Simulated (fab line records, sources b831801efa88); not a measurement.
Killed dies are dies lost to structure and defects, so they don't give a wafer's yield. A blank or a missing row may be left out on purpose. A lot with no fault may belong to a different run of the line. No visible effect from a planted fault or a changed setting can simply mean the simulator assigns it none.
Struck lot and sound lot, side by side | flow gf180mcu | 15 steps out of a route of 602
Sound: these wafers, L919.3, L919.4, L919.5. Struck: wafers L928.4, L928.5, L928.6. The cause is given at the end.
For every step that has rows: the tool of each side, followed by ch and its chambers, followed by its first start. Under that, the readings that differ: sound wafers | struck wafers | difference of the means | sigmas: that difference in standard deviations of wafers without a fault.
alike: same words and numbers on both sides, and readings whose means sit less than 2 such deviations apart. not compared: any withheld reading, any reading some wafer has no value for, any bound like >300 that may hide the same value, and any number with overlapping values for which the record gives no deviation.
Wherever a step has rows on one side only, a row that says differs or no value, or a row with sigmas, the two part there. Non-overlapping numbers with no deviation appear without sigmas and do not part them. Lack of a reading on every wafer of one side parts them only where that side has two or more wafers.

GF_VT_IMPLANT_OVL_MEAS_18:
  sound on overlay-02 at day 8 03:00; struck on overlay-02 at day 10 10:46
  alike: VT_IMPLANT_01_OVL
following that, these wafers have no rows for 1 step: GF_VT_IMPLANT_IMPLANT_19.
GF_VT_IMPLANT_STRIP_20: strips in O2/N2.
  sound on plasma_asher-02 ch 0,1, day 8 03:13; struck on plasma_asher-01 ch 0,1, day 10 10:58
  alike: drypump_motor_current_A, heater_power_w, n2_flow_sccm, oes_product_au, strip_time_to_endpoint_s
  not compared: rf_hours_counter_h
GF_VT_IMPLANT_TW_MEAS_21:
  sound on film_metro-02 at day 8 03:18; struck on film_metro-04 at day 10 11:04
  alike: VT_IMPLANT_2_TW
then, 7 steps without rows for these wafers: GF_VT_IMPLANT_DEHYDRATE_22 (time 60 s); GF_VT_IMPLANT_HMDS_23 (prime time 60 s); GF_VT_IMPLANT_COAT_24 (resist thk 1000 nm); GF_VT_IMPLANT_SOFTBAKE_25 (time 60 s); GF_VT_IMPLANT_EXPOSE_26 (exposes mask LVPWELL HV AREA, target cd 860 nm); GF_VT_IMPLANT_PEB_27; GF_VT_IMPLANT_DEVELOP_28 (develop time 60 s).
GF_VT_IMPLANT_OVL_MEAS_29:
  sound on overlay-01 at day 8 19:43; struck on overlay-01 at day 11 05:04
  alike: VT_IMPLANT_02_OVL
GF_VT_IMPLANT_IMPLANT_30:
  sound on implanter-04 ch 0, day 8 19:47; struck on implanter-01 ch 0, day 11 05:10
  reading                   | sound                | struck               | difference | sigmas
  beam_energy_keV           | 24.989 25.003 24.990 | 26.133 26.143 26.125 | +1.140     | +99 or more
  model.implant.rp_nm (nm)  | 79.21 79.21 79.21    | 82.59 82.59 82.59    | +3.38      |
  model.implant.drp_nm (nm) | 35.62 35.62 35.62    | 37.51 37.51 37.51    | +1.89      |
  alike: dose_ions_cm2, tilt_deg
GF_VT_IMPLANT_STRIP_31: strips in O2/N2.
  sound on plasma_asher-02 ch 0,1, day 8 19:56; struck on plasma_asher-02 ch 0,1, day 11 05:16
  alike: drypump_motor_current_A, heater_power_w, n2_flow_sccm, oes_product_au, strip_time_to_endpoint_s
  not compared: rf_hours_counter_h
GF_PASSIVATION_PROBE_99:
  the record holds rows for the sound wafers here (prober-01, day 31 05:29) but none for the struck ones

== WHERE THEY PART ==
First at GF_VT_IMPLANT_IMPLANT_30; last, within this record, at GF_PASSIVATION_PROBE_99.

WHY: what the simulator had put in
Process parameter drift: implanter-01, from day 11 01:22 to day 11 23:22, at GF_VT_IMPLANT_IMPLANT_30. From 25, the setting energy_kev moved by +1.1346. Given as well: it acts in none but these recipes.
